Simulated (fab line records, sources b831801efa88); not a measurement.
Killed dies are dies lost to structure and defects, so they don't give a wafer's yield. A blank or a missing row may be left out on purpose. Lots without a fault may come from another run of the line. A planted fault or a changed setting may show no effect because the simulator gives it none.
fab line records | flow sky130
record lots=13 wafers=39 last_day=50
route steps=708 shown LDD_HVN@274 LDD_LDN@302 POLY_CUT@317 SD_P@328 PAD_OPEN@708
lots that met no fault: from a run of the same line without faults
start_h: hours from the record's first day to the start of the lot's first wafer shown | wait_h: hours since the lot's step before | " the same as in the row above | L1.1+2: a row that stands for several wafers | - no value, or no start given | * or withheld: withheld | < > ~ a bound
route shown NAME@n: a module of which the file shows steps, and the number in the route of the first | usual: mean/standard deviation of fault-free wafers | same: alike in all rows | chamber/n: place in a boat | sites: the reading at each site | _std_site: their standard deviation | _edge_site: outer sites' mean less inner sites' | radius_mm: how far each site lies from the wafer's centre | mask NAME#n: copy n | behind: the tool/chamber that last shaped the wafer | hold: why the lot was held/for how many hours/how that ended | device: the transistor (n, p or np) that didn't switch | end of line: the same wafers' tests at the end of the route | a step without rows: its recipe alone | killed: dies lost to structure and defects at the first sort, not the wafer's yield | map: a wafer's dies, x killed, . not, _ none there
set.NAME: the setting as run; set.NAME@STEP: as run at that earlier step | model.NAME: the simulator's own value behind a step, which no gauge read
steps of the route over a sample of lots; a table a step, a row a wafer
services: from which hour (start_h, from the record's first day; less than 0 if before it) a tool's chamber was out of use, for how many hours, and why
## steps
# step SKY_LDD_HVN_OVL_MEAS_07
# usual LDD_HVN_OVL=1.0/1.7
# columns lot.wafer tool chamber start_h wait_h LDD_HVN_OVL[nm]
L761.1 overlay-02 - 474.83 0.1 2.5
L761.2 " - " " 0.2
L761.3 " - " " 1.1
L762.1 overlay-02 - 494.76 0.1 1.6
L762.2 " - " " 2.3
L762.3 " - " " 2.1
L764.4 overlay-01 - 505.10 0.1 2.7
L764.5 " - " " 0.4
L764.6 " - " " -0.2
L765.2 overlay-02 - 522.94 0.1 0.8
L765.3 " - " " 0.9
L765.4 " - " " 1.4
L767.3 overlay-02 - 542.54 0.1 0.4
L767.4 " - " " 0.3
L767.5 " - " " 2.9
L768.2 overlay-01 - 545.69 0.1 -0.1
L768.3 " - " " -0.6
L768.4 " - " " -0.5
L769.4 overlay-02 - 557.70 0.1 -0.9
L769.5 " - " " -0.9
L769.6 " - " " -2.1
L771.2 overlay-02 - 584.57 0.1 1.0
L771.3 " - " " 3.3
L771.4 " - " " 2.8
L779.1 overlay-02 - 627.53 0.1 -0.1
L779.3 " - " " 0.3
L779.5 " - " " -2.3
L781.4 overlay-02 - 642.55 0.1 2.7
L781.5 " - " " -0.8
L781.6 " - " " -0.3
L783.2 overlay-02 - 645.69 0.1 2.8
L783.3 " - " " 0.6
L783.5 " - " " -0.9
L782.1 overlay-01 - 647.66 0.1 2.2
L782.2 " - " " 3.6
L782.4 " - " " 3.7
L784.1 overlay-01 - 665.36 0.1 1.0
L784.4 " - " " -0.2
L784.5 " - " " 1.0
# step SKY_LDD_LDN_TW_MEAS_13
# usual LDD_LDN_TW=1460/6.4
# columns lot.wafer tool chamber start_h wait_h LDD_LDN_TW
L761.1 film_metro-04 - 536.40 0.1 1467
L761.2 " - " " 1467
L761.3 " - " " 1465
L762.1 film_metro-02 - 555.35 0.1 1451
L762.2 " - " " 1452
L762.3 " - " " 1459
L764.4 film_metro-03 - 565.48 0.1 1461
L764.5 " - " " 1461
L764.6 " - " " 1460
L765.2 film_metro-02 - 583.41 0.1 1464
L765.3 " - " " 1455
L765.4 " - " " 1457
L767.3 film_metro-02 - 602.72 0.1 1456
L767.4 " - " " 1448
L767.5 " - " " 1450
L768.2 film_metro-04 - 605.66 0.1 1463
L768.3 " - " " 1465
L768.4 " - " " 1464
L769.4 film_metro-03 - 617.10 0.1 1454
L769.5 " - " " 1453
L769.6 " - " " 1455
L771.2 film_metro-04 - 643.93 0.1 1472
L771.3 " - " " 1468
L771.4 " - " " 1465
L779.1 film_metro-02 - 686.22 0.1 1446
L779.3 " - " " 1460
L779.5 " - " " 1450
L781.4 film_metro-04 - 699.55 0.1 1470
L781.5 " - " " 1472
L781.6 " - " " 1465
L783.2 film_metro-04 - 702.81 0.1 1464
L783.3 " - " " 1462
L783.5 " - " " 1461
L782.1 film_metro-04 - 705.35 0.1 1468
L782.2 " - " " 1464
L782.4 " - " " 1466
L784.1 film_metro-03 - 721.20 0.1 1460
L784.4 " - " " 1459
L784.5 " - " " 1461
# step SKY_POLY_CUT_ETCH_10
# recipe chemistry=N2/H2 target=BARC ion_energy_ev=200 source_w=500 bias_w=100 pressure_mtorr=30 n2_flow_sccm=100 h2_flow_sccm=200 stop_on=SiO2 time_s=45.9 target_depth_a=600
# usual drypump_motor_current_A=5.7/0.61 h2_flow_sccm=200.1/0.59 n2_flow_sccm=100.0/0.31 oes_product_au=0.855/0.005 run_length_s=74.3/0.58 throttle_valve_pct=13.225/0.0085
# columns lot.wafer tool chamber start_h wait_h drypump_motor_current_A h2_flow_sccm n2_flow_sccm oes_product_au rf_hours_counter_h run_length_s throttle_valve_pct
L761.1 rie_diel-01 1 567.79 0.0 4.8 200.4 99.9 0.853 62 75.0 13.225
L761.2 " 2 " " 6.7 200.2 99.9 0.854 1 74.6 13.228
L761.3 " 3 " " 5.3 201.8 99.5 0.852 63 74.0 13.234
L762.1 rie_diel-01 0 586.64 0.0 5.6 200.5 100.2 0.863 1 73.6 13.227
L762.2 " 1 " " 4.8 200.1 100.3 0.859 63 74.9 13.233
L762.3 " 3 " " 5.2 199.9 100.2 0.856 63 74.4 13.221
L764.4 rie_diel-04 1 598.04 0.0 6.0 200.2 100.2 0.845 9 73.8 13.234
L764.5 " 1 " " 6.0 200.8 99.8 0.846 - 73.9 13.232
L764.6 " 0 " " 5.2 200.1 99.6 0.854 - 74.4 13.229
L765.2 rie_diel-01 1 614.12 0.0 4.8 199.3 100.1 0.852 63 75.2 13.220
L765.3 " 3 " " 5.2 199.9 100.6 0.852 64 74.1 13.232
L765.4 " 0 " " 5.6 199.9 99.3 0.854 2 73.6 13.220
L767.3 rie_diel-01 0 635.01 0.0 5.6 200.5 99.4 0.861 2 73.7 13.223
L767.4 " 3 " " 5.2 200.4 99.4 0.858 65 74.1 13.223
L767.5 " 3 " " 5.2 199.4 99.7 0.852 - 74.1 13.233
L768.2 rie_diel-02 1 636.91 0.0 5.9 200.9 99.8 0.848 4 74.0 13.235
L768.3 " 2 " " 5.0 199.9 100.1 0.853 14 74.6 13.227
L768.4 " 1 " " 5.9 201.2 99.2 0.866 - 74.4 13.214
L769.4 rie_diel-01 1 648.41 0.0 4.8 199.6 100.0 0.902 - 72.9 13.229
L769.5 " 2 " " 6.7 200.3 100.2 0.857 - 74.6 13.214
L769.6 " 0 " " 5.6 200.5 99.9 0.902 - 71.0 13.213
L771.2 rie_diel-01 0 673.59 0.0 5.6 199.5 99.7 0.862 3 73.3 13.212
L771.3 " 3 " " 5.2 200.5 99.5 0.851 0 74.2 13.203
L771.4 " 3 " " 5.2 200.8 100.0 0.898 - 72.2 13.236
L779.1 rie_diel-02 2 717.07 0.0 5.0 199.4 100.1 0.856 16 75.4 13.224
L779.3 " 0 " " 6.6 200.5 99.9 0.853 6 74.1 13.216
L779.5 " 3 " " 5.7 200.5 99.5 0.853 - 74.9 13.226
L781.4 rie_diel-02 3 728.52 0.0 5.7 199.6 99.5 0.857 50 75.0 13.228
L781.5 " 0 " " 6.5 199.4 99.4 0.858 - 73.8 13.223
L781.6 " 1 " " 5.9 201.3 100.7 0.859 - 73.8 13.243
L783.2 rie_diel-02 2 732.74 0.0 5.0 199.7 99.8 0.867 17 74.9 13.208
L783.3 " 0 " " 6.6 198.9 99.8 0.859 7 73.6 13.217
L783.5 " 2 " " 5.0 200.4 100.1 0.853 - 75.4 13.238
L782.1 rie_diel-02 0 735.59 0.0 6.6 199.2 100.1 0.853 7 73.7 13.235
L782.2 " 3 " " 5.7 200.6 100.2 0.858 50 74.4 13.220
L782.4 " 2 " " 5.0 200.6 99.9 0.855 17 75.2 13.235
L784.1 rie_diel-01 3 750.04 0.0 5.3 199.7 99.9 0.847 2 74.3 13.212
L784.4 " 0 " " 5.6 198.8 99.5 0.855 5 73.4 13.233
L784.5 " 3 " " 5.3 200.3 99.9 0.854 - 74.2 13.229
# step SKY_SD_P_OVL_MEAS_08
# usual SD_P_OVL=-0.1/1.3
# columns lot.wafer tool chamber start_h wait_h SD_P_OVL[nm]
L761.1 overlay-01 - 597.78 0.1 -1.4
L761.2 " - " " 1.3
L761.3 " - " " 0.1
L762.1 overlay-01 - 615.35 0.1 -2.3
L762.2 " - " " -2.5
L762.3 " - " " 0.0
L764.4 overlay-01 - 627.37 0.1 -1.0
L764.5 " - " " -2.1
L764.6 " - " " -3.6
L765.2 overlay-01 - 643.39 0.1 0.9
L765.3 " - " " -1.7
L765.4 " - " " -1.1
L767.3 overlay-02 - 663.01 0.1 -0.1
L767.4 " - " " 0.3
L767.5 " - " " -0.1
L768.2 overlay-02 - 665.46 0.1 1.6
L768.3 " - " " -0.6
L768.4 " - " " 1.1
L769.4 overlay-01 - 677.07 0.1 -2.4
L769.5 " - " " 0.2
L769.6 " - " " -0.3
L771.2 overlay-02 - 701.59 0.1 -0.9
L771.3 " - " " -1.1
L771.4 " - " " -0.8
L779.1 overlay-02 - 744.65 0.1 1.0
L779.3 " - " " -0.2
L779.5 " - " " 2.2
L781.4 overlay-01 - 756.15 0.1 -0.3
L781.5 " - " " -0.8
L781.6 " - " " 1.1
L783.2 overlay-01 - 759.56 0.1 -0.1
L783.3 " - " " -1.0
L783.5 " - " " -0.4
L782.1 overlay-01 - 763.00 0.1 -0.1
L782.2 " - " " 0.5
L782.4 " - " " -2.1
L784.1 overlay-02 - 778.48 0.1 -0.9
L784.4 " - " " -1.9
L784.5 " - " " -1.7
# step SKY_PAD_OPEN_PROBE_99
# usual killed_at_M0_to_M3=43/7.4 killed_at_M4_up=3.3/2 killed_at_contacts=24/5.4 killed_at_front_end=16/4.2 killed_at_other=0.3/0.61 killed_dies=87/9.4 killed_open=47/7.3 killed_short=40/6.7
# same gross_dies=492 killed_at_back_side=0
# columns lot.wafer tool chamber start_h wait_h killed_at_M0_to_M3 killed_at_M4_up killed_at_contacts killed_at_front_end killed_at_other killed_dies killed_open killed_short
L761.1 prober-02 - 1083.05 0.1 47 7 28 13 0 95 48 47
L761.2 prober-02 - 1083.10 0.1 33 8 19 18 0 78 45 33
L761.3 prober-02 - 1083.15 0.2 40 3 23 12 0 78 43 34
L762.1 prober-02 - 1095.85 0.1 56 5 25 17 0 103 56 47
L762.2 prober-02 - 1095.90 0.1 53 9 25 13 0 100 50 50
L762.3 prober-02 - 1095.95 0.2 50 0 25 14 0 89 48 41
L764.4 prober-01 - 1104.28 0.2 49 3 28 16 1 97 48 47
L764.5 prober-01 - 1104.33 0.2 50 5 27 14 0 96 60 32
L764.6 prober-01 - 1104.38 0.2 45 4 36 12 0 97 58 36
L765.2 prober-02 - 1113.88 0.1 44 2 17 16 1 80 39 41
L765.3 prober-02 - 1113.93 0.2 29 3 33 17 0 82 41 40
L765.4 prober-02 - 1113.98 0.2 36 4 29 16 0 85 55 30
L767.3 prober-02 - 1131.26 0.2 33 5 24 17 1 80 46 34
L767.4 prober-02 - 1131.31 0.2 48 2 19 20 0 89 50 38
L767.5 prober-02 - 1131.36 0.2 40 2 25 17 1 85 55 29
L768.2 prober-01 - 1133.10 0.1 48 5 17 11 0 81 44 37
L768.3 prober-01 - 1133.15 0.2 37 1 26 14 0 78 46 32
L768.4 prober-01 - 1133.20 0.2 59 5 20 11 0 95 45 50
L769.4 prober-02 - 1139.23 0.2 48 5 33 12 0 98 48 50
L769.5 prober-02 - 1139.28 0.2 41 5 28 20 3 97 48 49
L769.6 prober-02 - 1139.33 0.2 40 2 32 14 1 89 55 34
L771.2 prober-02 - 1155.43 0.1 61 5 14 14 0 94 55 39
L771.3 prober-02 - 1155.48 0.2 47 2 19 9 0 77 41 36
L771.4 prober-02 - 1155.53 0.2 48 6 17 14 0 85 41 44
L779.1 prober-01 - 1183.55 0.1 46 1 27 17 1 92 47 44
L779.3 prober-01 - 1183.65 0.2 48 4 24 14 0 90 46 44
L779.5 prober-01 - 1183.75 0.2 32 7 17 18 0 74 28 46
L781.4 prober-01 - 1192.18 0.2 45 1 34 20 0 100 45 55
L781.5 prober-01 - 1192.23 0.2 44 4 25 14 0 87 42 45
L781.6 prober-01 - 1192.28 0.2 54 1 26 21 1 103 59 44
L783.2 prober-02 - 1193.07 0.1 44 2 18 13 1 78 30 48
L783.3 prober-02 - 1193.12 0.2 44 3 20 20 0 87 42 45
L783.5 prober-02 - 1193.22 0.2 33 1 29 18 2 83 35 48
L782.1 prober-01 - 1193.74 0.1 36 3 17 18 0 74 39 34
L782.2 prober-01 - 1193.79 0.1 29 3 17 18 1 68 34 33
L782.4 prober-01 - 1193.89 0.2 38 3 25 20 0 86 35 51
L784.1 prober-02 - 1204.93 0.1 39 4 16 15 0 74 43 30
L784.4 prober-02 - 1205.08 0.2 45 6 17 16 1 85 47 37
L784.5 prober-02 - 1205.13 0.2 40 0 21 13 0 74 37 37
# killed by level:class
L761.1 VIA1:geometric_particle:open=13 CONTACT:geometric_particle:open=8 METAL2:geometric_particle:short=8 VIA2:geometric_particle:open=7 CONTACT:geometric_particle:short=6 POLY_GATE:geometric_particle:short=5 LI_CONTACT:geometric_particle:short=5 METAL4:geometric_particle:short=5
L761.2 VIA2:geometric_particle:open=8 LI_CONTACT:geometric_particle:open=7 CONTACT:geometric_particle:open=7 FIELD_ISO:geometric_particle:open=6 VIA1:geometric_particle:open=6 FIELD_ISO:geometric_particle:short=5 METAL2:geometric_particle:short=5 METAL4:geometric_particle:short=5
L761.3 VIA1:geometric_particle:open=9 CONTACT:geometric_particle:open=7 VIA3:geometric_particle:short=7 LI_CONTACT:geometric_particle:open=6 VIA2:geometric_particle:open=6 FIELD_ISO:geometric_particle:short=5 CONTACT:geometric_particle:short=5 METAL1:geometric_particle:short=5
L762.1 VIA1:geometric_particle:open=14 CONTACT:geometric_particle:open=11 VIA2:geometric_particle:open=8 POLY_GATE:geometric_particle:open=6 METAL3:geometric_particle:short=6 METAL1:geometric_particle:short=6 LOCAL_INTERCONNECT:geometric_particle:short=5 VIA2:geometric_particle:short=5
L762.2 VIA3:geometric_particle:open=10 VIA1:geometric_particle:open=9 VIA2:geometric_particle:open=8 METAL1:geometric_particle:short=7 CONTACT:geometric_particle:open=7 VIA1:geometric_particle:short=7 METAL4:geometric_particle:short=6 LI_CONTACT:geometric_particle:open=6
L762.3 METAL2:geometric_particle:short=11 CONTACT:geometric_particle:open=11 VIA1:geometric_particle:open=10 VIA2:geometric_particle:open=7 LI_CONTACT:geometric_particle:open=6 VIA3:geometric_particle:open=6 LOCAL_INTERCONNECT:geometric_particle:short=5 FIELD_ISO:geometric_particle:open=4
L764.4 METAL1:geometric_particle:short=10 LI_CONTACT:geometric_particle:open=7 CONTACT:geometric_particle:short=7 CONTACT:geometric_particle:open=7 METAL2:geometric_particle:short=7 VIA2:geometric_particle:open=7 VIA3:geometric_particle:open=6 VIA1:geometric_particle:open=5
L764.5 LI_CONTACT:geometric_particle:open=13 VIA1:geometric_particle:open=11 VIA3:geometric_particle:open=8 CONTACT:geometric_particle:open=7 FIELD_ISO:geometric_particle:open=6 METAL2:geometric_particle:short=6 METAL1:geometric_particle:short=6 CONTACT:geometric_particle:short=5
L764.6 LI_CONTACT:geometric_particle:open=14 CONTACT:geometric_particle:open=13 VIA1:geometric_particle:short=8 VIA1:geometric_particle:open=8 CONTACT:geometric_particle:short=6 METAL1:geometric_particle:short=5 VIA2:geometric_particle:open=5 FIELD_ISO:geometric_particle:open=4
L765.2 CONTACT:geometric_particle:open=9 METAL1:geometric_particle:short=8 METAL2:geometric_particle:short=8 VIA3:geometric_particle:open=6 VIA2:geometric_particle:open=5 FIELD_ISO:geometric_particle:short=4 VIA1:geometric_particle:short=4 VIA1:geometric_particle:open=4
L765.3 LI_CONTACT:geometric_particle:open=10 LI_CONTACT:geometric_particle:short=6 METAL2:geometric_particle:short=6 CONTACT:geometric_particle:short=6 CONTACT:geometric_particle:open=6 VIA1:geometric_particle:open=6 FIELD_ISO:geometric_particle:open=4 METAL1:geometric_particle:short=4
L765.4 VIA1:geometric_particle:open=12 CONTACT:geometric_particle:open=11 LI_CONTACT:geometric_particle:open=7 VIA2:geometric_particle:open=7 CONTACT:geometric_particle:short=5 POLY_GATE:geometric_particle:open=4 LI_CONTACT:geometric_particle:short=4 METAL1:geometric_particle:short=4
L767.3 LI_CONTACT:geometric_particle:open=8 VIA1:geometric_particle:open=8 VIA3:geometric_particle:open=6 VIA1:geometric_particle:short=5 LOCAL_INTERCONNECT:geometric_particle:short=5 CONTACT:geometric_particle:open=5 VIA2:geometric_particle:open=5 FIELD_ISO:geometric_particle:short=4
L767.4 VIA2:geometric_particle:open=10 VIA3:geometric_particle:open=7 FIELD_ISO:geometric_particle:short=6 LI_CONTACT:geometric_particle:open=6 VIA1:geometric_particle:open=6 METAL2:geometric_particle:short=5 FIELD_ISO:geometric_particle:open=4 POLY_GATE:geometric_particle:open=4
L767.5 CONTACT:geometric_particle:open=11 VIA1:geometric_particle:open=11 VIA3:geometric_particle:open=9 POLY_GATE:geometric_particle:open=6 VIA2:geometric_particle:open=6 CONTACT:geometric_particle:short=5 METAL2:geometric_particle:short=5 FIELD_ISO:geometric_particle:open=4
L768.2 VIA1:geometric_particle:open=12 VIA2:geometric_particle:open=8 CONTACT:geometric_particle:open=6 VIA1:geometric_particle:short=6 VIA3:geometric_particle:open=6 VIA3:geometric_particle:short=5 FIELD_ISO:geometric_particle:short=4 VIA2:geometric_particle:short=4
L768.3 LI_CONTACT:geometric_particle:open=10 VIA1:geometric_particle:open=8 CONTACT:geometric_particle:open=6 VIA1:geometric_particle:short=5 FIELD_ISO:geometric_particle:open=4 LOCAL_INTERCONNECT:geometric_particle:short=4 CONTACT:geometric_particle:short=4 METAL2:geometric_particle:short=4
L768.4 VIA1:geometric_particle:open=14 METAL2:geometric_particle:short=12 VIA3:geometric_particle:open=8 METAL1:geometric_particle:short=7 VIA2:geometric_particle:open=6 VIA1:geometric_particle:short=6 CONTACT:geometric_particle:short=6 FIELD_ISO:geometric_particle:short=4
L769.4 LI_CONTACT:geometric_particle:open=12 CONTACT:geometric_particle:open=8 VIA2:geometric_particle:open=7 METAL2:geometric_particle:short=7 VIA1:geometric_particle:open=7 LI_CONTACT:geometric_particle:short=5 CONTACT:geometric_particle:short=5 VIA1:geometric_particle:short=5
L769.5 LOCAL_INTERCONNECT:geometric_particle:short=8 LI_CONTACT:geometric_particle:open=7 FIELD_ISO:geometric_particle:short=6 CONTACT:geometric_particle:open=6 METAL1:geometric_particle:short=6 METAL2:geometric_particle:short=6 VIA2:geometric_particle:open=6 FIELD_ISO:geometric_particle:open=5
L769.6 CONTACT:geometric_particle:open=14 LI_CONTACT:geometric_particle:open=9 VIA2:geometric_particle:open=8 VIA1:geometric_particle:open=6 VIA3:geometric_particle:open=6 CONTACT:geometric_particle:short=5 METAL1:geometric_particle:short=5 METAL2:geometric_particle:short=5
L771.2 VIA1:geometric_particle:open=17 VIA2:geometric_particle:open=9 VIA3:geometric_particle:open=8 LI_CONTACT:geometric_particle:open=7 METAL1:geometric_particle:short=6 VIA1:geometric_particle:short=5 METAL4:geometric_particle:short=5 FIELD_ISO:geometric_particle:short=4
L771.3 VIA3:geometric_particle:short=10 VIA2:geometric_particle:open=10 CONTACT:geometric_particle:open=6 VIA1:geometric_particle:short=6 VIA1:geometric_particle:open=6 VIA3:geometric_particle:open=6 METAL1:geometric_particle:open=5 LI_CONTACT:geometric_particle:short=4
L771.4 VIA2:geometric_particle:open=9 VIA1:geometric_particle:open=8 VIA1:geometric_particle:short=6 LI_CONTACT:geometric_particle:short=6 VIA3:geometric_particle:open=5 METAL4:geometric_particle:short=5 FIELD_ISO:geometric_particle:short=4 LI_CONTACT:geometric_particle:open=4
L779.1 LI_CONTACT:geometric_particle:open=10 METAL1:geometric_particle:short=9 VIA1:geometric_particle:open=8 VIA2:geometric_particle:open=7 CONTACT:geometric_particle:open=7 LOCAL_INTERCONNECT:geometric_particle:short=5 VIA3:geometric_particle:open=5 FIELD_ISO:geometric_particle:short=4
L779.3 VIA1:geometric_particle:open=13 VIA1:geometric_particle:short=10 LI_CONTACT:geometric_particle:open=8 CONTACT:geometric_particle:open=8 METAL2:geometric_particle:short=7 CONTACT:geometric_particle:short=5 VIA3:geometric_particle:open=4 FIELD_ISO:geometric_particle:short=3
L779.5 METAL2:geometric_particle:short=9 VIA2:geometric_particle:open=7 METAL4:geometric_particle:short=7 FIELD_ISO:geometric_particle:short=5 CONTACT:geometric_particle:short=5 CONTACT:geometric_particle:open=5 METAL1:geometric_particle:short=5 VIA1:geometric_particle:open=4
L781.4 LOCAL_INTERCONNECT:geometric_particle:short=10 CONTACT:geometric_particle:open=9 VIA1:geometric_particle:open=8 CONTACT:geometric_particle:short=7 VIA1:geometric_particle:short=7 POLY_GATE:geometric_particle:short=6 LI_CONTACT:geometric_particle:open=6 VIA2:geometric_particle:short=5
L781.5 VIA1:geometric_particle:short=10 VIA2:geometric_particle:open=9 CONTACT:geometric_particle:open=8 VIA1:geometric_particle:open=7 LOCAL_INTERCONNECT:geometric_particle:short=6 METAL2:geometric_particle:short=6 CONTACT:geometric_particle:short=5 FIELD_ISO:geometric_particle:open=4
L781.6 VIA1:geometric_particle:open=14 CONTACT:geometric_particle:open=13 VIA2:geometric_particle:open=8 POLY_GATE:geometric_particle:open=7 METAL1:geometric_particle:short=7 METAL2:geometric_particle:short=7 VIA3:geometric_particle:open=5 FIELD_ISO:geometric_particle:open=4
L783.2 METAL1:geometric_particle:short=8 VIA1:geometric_particle:open=7 LI_CONTACT:geometric_particle:open=6 POLY_GATE:geometric_particle:short=5 LOCAL_INTERCONNECT:geometric_particle:short=5 VIA1:geometric_particle:short=5 VIA2:geometric_particle:short=5 CONTACT:geometric_particle:open=4
L783.3 VIA1:geometric_particle:open=10 VIA3:geometric_particle:open=7 METAL2:geometric_particle:short=6 POLY_GATE:geometric_particle:open=6 CONTACT:geometric_particle:short=6 FIELD_ISO:geometric_particle:open=5 LOCAL_INTERCONNECT:geometric_particle:short=5 METAL1:geometric_particle:short=5
L783.5 VIA2:geometric_particle:open=8 CONTACT:geometric_particle:open=8 POLY_GATE:geometric_particle:short=7 LI_CONTACT:geometric_particle:short=7 VIA3:geometric_particle:open=6 FIELD_ISO:geometric_particle:short=5 LI_CONTACT:geometric_particle:open=5 CONTACT:geometric_particle:short=5
L782.1 VIA1:geometric_particle:open=8 FIELD_ISO:geometric_particle:open=6 VIA2:geometric_particle:open=6 LI_CONTACT:geometric_particle:open=6 METAL2:geometric_particle:short=5 FIELD_ISO:geometric_particle:short=4 POLY_GATE:geometric_particle:open=4 VIA1:geometric_particle:short=4
L782.2 VIA1:geometric_particle:open=8 CONTACT:geometric_particle:open=8 FIELD_ISO:geometric_particle:short=7 METAL1:geometric_particle:short=6 VIA3:geometric_particle:open=6 FIELD_ISO:geometric_particle:open=5 SPACER:geometric_particle:short=3 LOCAL_INTERCONNECT:geometric_particle:short=3
L782.4 CONTACT:geometric_particle:short=10 LI_CONTACT:geometric_particle:open=8 METAL1:geometric_particle:short=8 FIELD_ISO:geometric_particle:short=7 VIA1:geometric_particle:open=7 CONTACT:geometric_particle:open=6 VIA1:geometric_particle:short=6 VIA2:geometric_particle:short=5
L784.1 CONTACT:geometric_particle:open=9 VIA3:geometric_particle:open=8 VIA1:geometric_particle:short=6 METAL1:geometric_particle:short=5 LI_CONTACT:geometric_particle:open=5 METAL2:geometric_particle:short=5 VIA1:geometric_particle:open=5 VIA2:geometric_particle:open=5
L784.4 VIA1:geometric_particle:open=10 VIA2:geometric_particle:open=8 VIA3:geometric_particle:open=6 CONTACT:geometric_particle:open=5 METAL1:geometric_particle:short=5 FIELD_ISO:geometric_particle:open=4 CONTACT:geometric_particle:short=4 LI_CONTACT:geometric_particle:short=4
L784.5 VIA1:geometric_particle:open=11 CONTACT:geometric_particle:open=7 VIA2:geometric_particle:open=7 VIA1:geometric_particle:short=6 METAL3:geometric_particle:short=6 CONTACT:geometric_particle:short=5 METAL1:geometric_particle:short=5 POLY_GATE:geometric_particle:short=4
## services
# columns tool chamber start_h hours kind
rie_diel-01 2 570.14 4.0 repair
rie_diel-02 2 577.92 18.7 repair
rie_diel-04 1 589.96 2.6 repair
rie_diel-04 3 605.76 6.3 repair
rie_diel-02 0 609.47 6.6 repair
rie_diel-04 1 613.89 9.5 repair
rie_diel-04 2 619.51 3.2 repair
rie_diel-01 1 620.12 10.5 repair
rie_diel-02 0 622.71 15.9 repair
rie_diel-04 - 625.25 0.6 repair
rie_diel-04 - 625.60 1.3 repair
rie_diel-02 3 640.49 15.3 repair
rie_diel-01 3 642.09 10.2 repair
rie_diel-01 3 652.28 - clean
rie_diel-01 3 652.28 12.1 scheduled_down
rie_diel-01 3 652.28 12.1 vent_cycle
rie_diel-01 1 664.41 - clean
rie_diel-04 1 667.47 7.7 repair
rie_diel-01 - 676.23 2.8 pm
rie_diel-02 - 684.50 1.2 repair
rie_diel-04 0 695.99 4.1 repair
rie_diel-02 1 716.41 4.1 repair
rie_diel-01 0 738.58 8.0 repair
rie_diel-02 3 746.72 8.6 repair
## key
first_sign step=SKY_POLY_CUT_ETCH_10 reading=oes_product_au direction=up sigmas=9.2 usual=0.855 struck=0.901
effect step=SKY_POLY_CUT_ETCH_10 reading=run_length_s direction=down sigmas=3.9 usual=* struck=*
met_at SKY_POLY_CUT_ETCH_10
struck_lots L769,L771
struck_wafers L769.4,L769.6,L771.4
tester_left_out L769,L771
not_acting_at SKY_LDD_HVN_OVL_MEAS_07,SKY_LDD_LDN_TW_MEAS_13,SKY_SD_P_OVL_MEAS_08
onset_between 635.01 648.41
fault kind=process_parameter_drift tool=rie_diel-01 chamber=- onset_h=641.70 steps=SKY_POLY_CUT_ETCH_10 channel=time_s offset=* shape=step end_h=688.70 scope=struck_wafers_only acts_in=* stated=*
# tester_left_out: of these lots the tester's yield and bins aren't shown, on N5 and GAA mostly nor the transistor test; their killed dies are dies lost to structure and defects alone, not to doping, threshold or leakage, so they don't give the yield
